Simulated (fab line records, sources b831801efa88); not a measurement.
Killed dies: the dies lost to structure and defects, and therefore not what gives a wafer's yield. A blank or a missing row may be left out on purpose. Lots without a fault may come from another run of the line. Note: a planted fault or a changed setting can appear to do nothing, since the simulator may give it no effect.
fab line records -- flow sky130
[record] lots = 15, wafers = 43, last_day = 50
route steps=708 shown CONTACT@432 METAL1@451 METAL2@489 VIA2@521
lots with no fault: from the same line, run without faults
start_h: the number of hours between the record's first day and the start of the first shown wafer of the lot -- wait_h: hours since the lot's step before -- " repeats the value in the row above -- L1.1+2: a single row standing in for several wafers -- - no value, or no start was given -- * or withheld: withheld -- < > ~ a bound
route shown NAME@n: names a module that has steps shown in the file, with the first one's number in the route -- usual: average and standard deviation across the fault-free wafers -- same: alike in all rows -- chamber/n: place in a boat -- sites: the reading at each site -- _std_site: how widely they spread, as a standard deviation -- _edge_site: outer sites' mean less inner sites' -- radius_mm: for every site, how far away it sits from the centre of the wafer -- mask NAME#n: copy n -- behind: the tool/chamber that last shaped the wafer -- hold: why the lot was held/for how many hours/how that ended -- device: the n, p or np transistor that did not switch -- end of line: the same wafers' tests at the end of the route -- step lacking rows: just its recipe -- killed: not the wafer's yield, but the dies lost to structure and defects at the first sort -- map: a wafer's dies, x killed, . not, _ none there
set.NAME: the setting that was run; set.NAME@STEP: the one run at that earlier step -- model.NAME: the simulator's own value behind a step, which no gauge read
one table for each step of the route and one row for each wafer, over a sample of lots
services: the hour from which a tool's chamber was out of use, counted from the record's first day as start_h (under 0 if before that day), plus the number of hours and why
[[steps]]
[step SKY_CONTACT_THK_MEAS_26]
[recipe] thk_meas_gauge = xrf, reads = W_of_CONTACT_CVD_24
[usual] CONTACT_W_THK = 336/5.4
lot.wafer,tool,chamber,start_h,wait_h,CONTACT_W_THK[nm]
L957.1,film_metro-02,-,741.14,0.1,330
L957.4,film_metro-02,-,741.14,0.1,332
L957.5,film_metro-02,-,741.14,0.1,338
L958.1,film_metro-04,-,769.18,0.1,333
L958.4,film_metro-04,-,769.18,0.1,329
L958.6,film_metro-04,-,769.18,0.1,331
L960.2,film_metro-04,-,783.04,0.1,338
L960.5,film_metro-04,-,783.04,0.1,339
L960.6,film_metro-04,-,783.04,0.1,335
L961.1,film_metro-01,-,783.64,0.1,338
L961.2,film_metro-01,-,783.64,0.1,331
L961.6,film_metro-01,-,783.64,0.1,337
L959.3,film_metro-04,-,783.99,0.1,341
L959.4,film_metro-04,-,783.99,0.1,332
L959.5,film_metro-04,-,783.99,0.1,343
L964.1,film_metro-04,-,803.40,0.1,332
L964.4,film_metro-04,-,803.40,0.1,331
L964.5,film_metro-04,-,803.40,0.1,336
L965.4,film_metro-02,-,808.67,0.1,343
L965.5,film_metro-02,-,808.67,0.1,348
L966.1,film_metro-02,-,809.71,0.1,339
L966.4,film_metro-02,-,809.71,0.1,352
L972.3,film_metro-04,-,842.11,0.1,330
L972.4,film_metro-04,-,842.11,0.1,323
L972.6,film_metro-04,-,842.11,0.1,326
L974.2,film_metro-04,-,862.08,0.1,344
L974.5,film_metro-04,-,862.08,0.1,328
L974.6,film_metro-04,-,862.08,0.1,342
L975.2,film_metro-01,-,878.78,0.1,328
L975.3,film_metro-01,-,878.78,0.1,331
L975.6,film_metro-01,-,878.78,0.1,325
L976.2,film_metro-02,-,891.45,0.1,334
L976.5,film_metro-02,-,891.45,0.1,336
L976.6,film_metro-02,-,891.45,0.1,340
L977.2,film_metro-01,-,892.75,0.1,332
L977.4,film_metro-01,-,892.75,0.1,333
L977.6,film_metro-01,-,892.75,0.1,335
L978.3,film_metro-02,-,892.84,0.1,333
L978.5,film_metro-02,-,892.84,0.1,338
L978.6,film_metro-02,-,892.84,0.1,336
L979.1,film_metro-01,-,894.99,0.1,332
L979.3,film_metro-01,-,894.99,0.1,335
L979.5,film_metro-01,-,894.99,0.1,330
[step SKY_METAL1_DESCUM_17]
[recipe] chemistry = O2, source_power_w = 150, bias_power_w = 0, pressure_mtorr = 10, temp_c = 40, time_s = 8
[usual] drypump_motor_current_A = 6.0/0.37, oes_product_au = 1.000/0.0089
lot.wafer,tool,chamber,start_h,wait_h,drypump_motor_current_A,oes_product_au,rf_hours_counter_h
L957.1,rie_metal-02,0,766.96,0.0,5.7,1.007,1
L957.4,rie_metal-02,0,766.96,0.0,5.7,1.006,-
L957.5,rie_metal-02,0,766.96,0.0,5.7,1.010,-
L958.1,rie_metal-02,0,794.77,0.0,5.7,1.008,3
L958.4,rie_metal-02,1,794.77,0.0,5.6,1.003,-
L958.6,rie_metal-02,0,794.77,0.0,5.7,1.000,-
L960.2,rie_metal-02,1,809.67,0.0,5.6,0.996,11
L960.5,rie_metal-02,1,809.67,0.0,5.6,1.013,-
L960.6,rie_metal-02,0,809.67,0.0,5.7,1.009,-
L961.1,rie_metal-04,1,810.66,0.0,6.4,0.996,2
L961.2,rie_metal-04,0,810.66,0.0,6.3,1.008,9
L961.6,rie_metal-04,1,810.66,0.0,6.4,0.989,-
L959.3,rie_metal-03,0,811.58,0.0,5.8,0.995,-
L959.4,rie_metal-03,1,811.58,0.0,6.5,1.010,-
L959.5,rie_metal-03,0,811.58,0.0,5.8,1.012,-
L964.1,rie_metal-02,1,829.61,0.0,5.6,0.998,11
L964.4,rie_metal-02,1,829.61,0.0,5.6,0.990,-
L964.5,rie_metal-02,0,829.61,0.0,5.7,1.002,-
L965.4,rie_metal-03,1,835.49,0.0,6.5,1.002,-
L965.5,rie_metal-03,1,835.49,0.0,6.5,1.014,-
L966.1,rie_metal-03,0,836.43,0.0,5.8,1.001,13
L966.4,rie_metal-03,0,836.43,0.0,5.8,0.994,-
L972.3,rie_metal-03,1,868.41,0.0,6.5,1.009,-
L972.4,rie_metal-03,0,868.41,0.0,5.8,0.991,-
L972.6,rie_metal-03,1,868.41,0.0,6.5,1.000,-
L974.2,rie_metal-02,1,889.24,0.0,5.6,1.002,-
L974.5,rie_metal-02,1,889.24,0.0,5.6,0.998,-
L974.6,rie_metal-02,1,889.24,0.0,5.6,0.989,-
L975.2,rie_metal-02,1,904.59,0.0,5.6,0.999,-
L975.3,rie_metal-02,1,904.59,0.0,5.6,1.003,-
L975.6,rie_metal-02,1,904.59,0.0,5.6,0.997,-
L976.2,rie_metal-02,1,916.58,0.0,5.6,0.987,-
L976.5,rie_metal-02,1,916.58,0.0,5.6,0.978,-
L976.6,rie_metal-02,1,916.58,0.0,5.6,0.987,-
L977.2,rie_metal-04,0,918.64,0.1,6.3,0.990,12
L977.4,rie_metal-04,1,918.64,0.1,6.4,1.004,-
L977.6,rie_metal-04,1,918.64,0.1,6.4,0.995,-
L978.3,rie_metal-04,0,919.64,0.0,6.3,0.993,-
L978.5,rie_metal-04,1,919.64,0.0,6.4,0.991,-
L978.6,rie_metal-04,0,919.64,0.0,6.3,0.992,-
L979.1,rie_metal-04,1,920.56,0.0,6.4,0.997,6
L979.3,rie_metal-04,0,920.56,0.0,6.3,1.005,-
L979.5,rie_metal-04,0,920.56,0.0,6.3,0.995,-
[step SKY_METAL2_THK_MEAS_06]
[recipe] thk_meas_gauge = xrf, reads = AlCu_of_METAL2_SPUTTER_02
[usual] METAL2_ALCU_THK = 246/3.3
lot.wafer,tool,chamber,start_h,wait_h,METAL2_ALCU_THK[nm]
L957.1,film_metro-02,-,796.00,0.1,247
L957.4,film_metro-02,-,796.00,0.1,244
L957.5,film_metro-02,-,796.00,0.1,243
L958.1,film_metro-03,-,823.19,0.1,248
L958.4,film_metro-03,-,823.19,0.1,243
L958.6,film_metro-03,-,823.19,0.1,245
L960.2,film_metro-02,-,838.99,0.1,247
L960.5,film_metro-02,-,838.99,0.1,245
L960.6,film_metro-02,-,838.99,0.1,247
L961.1,film_metro-02,-,839.69,0.1,249
L961.2,film_metro-02,-,839.69,0.1,247
L961.6,film_metro-02,-,839.69,0.1,247
L959.3,film_metro-04,-,840.57,0.1,250
L959.4,film_metro-04,-,840.57,0.1,250
L959.5,film_metro-04,-,840.57,0.1,256
L964.1,film_metro-03,-,857.46,0.1,245
L964.4,film_metro-03,-,857.46,0.1,250
L964.5,film_metro-03,-,857.46,0.1,251
L965.4,film_metro-02,-,863.73,0.1,236
L965.5,film_metro-02,-,863.73,0.1,241
L966.1,film_metro-02,-,865.33,0.1,246
L966.4,film_metro-02,-,865.33,0.1,239
L972.3,film_metro-02,-,897.47,0.1,246
L972.4,film_metro-02,-,897.47,0.1,243
L972.6,film_metro-02,-,897.47,0.1,246
L974.2,film_metro-02,-,917.46,0.1,244
L974.5,film_metro-02,-,917.46,0.1,246
L974.6,film_metro-02,-,917.46,0.1,244
L975.2,film_metro-02,-,931.64,0.1,247
L975.3,film_metro-02,-,931.64,0.1,247
L975.6,film_metro-02,-,931.64,0.1,244
L976.2,film_metro-03,-,943.80,0.1,241
L976.5,film_metro-03,-,943.80,0.1,240
L976.6,film_metro-03,-,943.80,0.1,240
L977.2,film_metro-04,-,945.37,0.1,248
L977.4,film_metro-04,-,945.37,0.1,251
L977.6,film_metro-04,-,945.37,0.1,250
L978.3,film_metro-02,-,946.83,0.1,247
L978.5,film_metro-02,-,946.83,0.1,249
L978.6,film_metro-02,-,946.83,0.1,248
L979.1,film_metro-03,-,948.09,0.1,247
L979.3,film_metro-03,-,948.09,0.1,244
L979.5,film_metro-03,-,948.09,0.1,245
[step SKY_VIA2_ETCH_14]
[recipe] chemistry = N2/H2, target = BARC, ion_energy_ev = 200, source_w = 500, bias_w = 100, pressure_mtorr = 30, n2_flow_sccm = 100, h2_flow_sccm = 200, stop_on = SiO2, time_s = 45.9, target_depth_a = 600
[usual] drypump_motor_current_A = 5.6/0.41, oes_product_au = 0.855/0.0049, run_length_s = 74.3/0.5, throttle_valve_pct = 13.224/0.0092
lot.wafer,tool,chamber,start_h,wait_h,drypump_motor_current_A,oes_product_au,rf_hours_counter_h,run_length_s,throttle_valve_pct
L957.1,rie_diel-03,3,849.23,0.0,5.9,0.849,19,73.6,13.226
L957.4,rie_diel-03,0,849.23,0.0,5.7,0.846,9,73.8,13.225
L957.5,rie_diel-03,3,849.23,0.0,5.9,0.858,-,73.9,13.207
L958.1,rie_diel-02,2,875.82,0.0,5.8,0.852,9,74.0,13.206
L958.4,rie_diel-02,0,875.82,0.0,5.1,0.855,15,74.6,13.221
L958.6,rie_diel-02,0,875.82,0.0,5.1,0.857,-,74.5,13.214
L960.2,rie_diel-02,2,891.58,0.0,5.8,0.852,9,74.3,13.224
L960.5,rie_diel-02,3,891.58,0.0,5.2,0.858,-,74.3,13.210
L960.6,rie_diel-02,0,891.58,0.0,5.1,0.865,-,75.0,13.226
L961.1,rie_diel-02,2,892.83,0.0,5.8,0.859,9,74.6,13.234
L961.2,rie_diel-02,0,892.83,0.0,5.1,0.853,15,74.6,13.216
L961.6,rie_diel-02,2,892.83,0.0,5.8,0.848,-,74.2,13.224
L959.3,rie_diel-04,0,893.48,0.0,5.6,0.863,12,74.8,13.226
L959.4,rie_diel-04,1,893.48,0.0,5.3,0.851,14,74.3,13.229
L959.5,rie_diel-04,3,893.48,0.0,5.5,0.849,-,74.0,13.220
L964.1,rie_diel-02,2,910.77,0.0,5.8,0.924,10,70.6,13.222
L964.4,rie_diel-02,0,910.77,0.0,5.1,0.857,-,75.0,13.217
L964.5,rie_diel-02,3,910.77,0.0,5.2,0.931,-,70.1,13.226
L965.4,rie_diel-02,3,917.27,0.0,5.2,0.853,2,74.1,13.230
L965.5,rie_diel-02,1,917.27,0.0,5.3,0.928,-,70.9,13.236
L966.1,rie_diel-02,1,918.43,0.0,5.3,0.930,8,71.1,13.220
L966.4,rie_diel-02,0,918.43,0.0,5.1,0.851,16,74.7,13.228
L972.3,rie_diel-04,1,948.07,0.0,5.3,0.863,15,74.8,13.243
L972.4,rie_diel-04,3,948.07,0.0,5.5,0.853,10,73.9,13.233
L972.6,rie_diel-04,2,948.07,0.0,6.2,0.857,-,74.6,13.224
L974.2,rie_diel-03,3,965.92,0.0,5.9,0.847,23,73.5,13.239
L974.5,rie_diel-03,2,965.92,0.0,6.0,0.859,-,74.1,13.217
L974.6,rie_diel-03,1,965.92,0.0,6.3,0.858,-,74.2,13.234
L975.2,rie_diel-04,1,980.42,0.0,5.3,0.855,16,74.6,13.229
L975.3,rie_diel-04,2,980.42,0.0,6.3,0.859,20,74.6,13.222
L975.6,rie_diel-04,0,980.42,0.0,5.5,0.852,-,75.1,13.215
L976.2,rie_diel-02,1,993.27,0.0,5.3,0.849,10,75.5,13.223
L976.5,rie_diel-02,0,993.27,0.0,5.1,0.853,-,74.8,13.230
L976.6,rie_diel-02,3,993.27,0.0,5.2,0.850,-,73.5,13.218
L977.2,rie_diel-04,1,995.58,0.0,5.3,0.849,17,74.5,13.230
L977.4,rie_diel-04,2,995.58,0.0,6.3,0.852,21,74.5,13.224
L977.6,rie_diel-04,2,995.58,0.0,6.2,0.852,-,74.9,13.231
L978.3,rie_diel-03,3,997.24,0.0,5.9,0.859,-,73.8,13.215
L978.5,rie_diel-03,3,997.24,0.0,5.9,0.854,-,73.4,13.219
L978.6,rie_diel-03,0,997.24,0.0,5.7,0.863,-,73.8,13.224
L979.1,rie_diel-02,0,998.13,0.0,5.1,0.865,18,74.7,13.219
L979.3,rie_diel-02,1,998.13,0.0,5.3,0.850,10,75.3,13.228
L979.5,rie_diel-02,3,998.13,0.0,5.2,0.851,-,73.8,13.234
[[services]]
tool,chamber,start_h,hours,kind
rie_metal-04,-,752.19,2.8,pm
rie_diel-04,1,778.27,6.8,repair
rie_metal-04,-,793.48,0.8,repair
rie_diel-04,-,805.60,0.1,repair
rie_diel-04,-,817.58,1.0,repair
rie_diel-02,3,830.95,-,clean
rie_diel-02,3,830.95,13.7,scheduled_down
rie_diel-02,3,830.95,13.7,vent_cycle
rie_metal-04,-,835.12,4.3,pm
rie_metal-03,-,865.37,1.2,repair
rie_metal-02,0,869.10,77.0,repair
rie_diel-03,-,883.92,0.4,repair
rie_metal-03,-,895.28,28.1,pm
rie_diel-02,1,906.71,4.5,repair
rie_metal-02,-,918.45,2.8,pm
rie_metal-03,1,927.72,-,clean
rie_metal-04,-,933.27,1.9,repair
rie_diel-03,2,938.44,2.9,repair
rie_metal-04,0,946.58,3.6,repair
rie_diel-03,0,974.98,3.8,repair
rie_diel-03,1,980.61,33.0,repair
rie_diel-03,2,989.35,9.6,repair
rie_diel-04,1,991.38,3.7,repair
rie_metal-03,0,996.31,5.4,repair
[[key]]
[first_sign] step = SKY_VIA2_ETCH_14, reading = oes_product_au, direction = up, sigmas = 15, usual = 0.855, struck = 0.928
[effect] step = SKY_VIA2_ETCH_14, reading = run_length_s, direction = down, sigmas = 7.1, usual = *, struck = *
met_at SKY_VIA2_ETCH_14
struck_lots L964,L965,L966
struck_wafers L964.1,L964.5,L965.5,L966.1
sort_left_out L964.1,L964.5,L965.5,L966.1
not_acting_at SKY_CONTACT_THK_MEAS_26,SKY_METAL1_DESCUM_17,SKY_METAL2_THK_MEAS_06
onset_between 892.83 910.77
[fault] kind = process_parameter_drift, tool = rie_diel-02, chamber = -, onset_h = 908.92, steps = SKY_VIA2_ETCH_14, channel = time_s, offset = *, shape = step, end_h = 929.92, scope = struck_wafers_only, acts_in = *, stated = *
// sort_left_out: the simulated sort isn't trusted on such a fault, so these wafers' sort isn't shown, and their yield isn't known
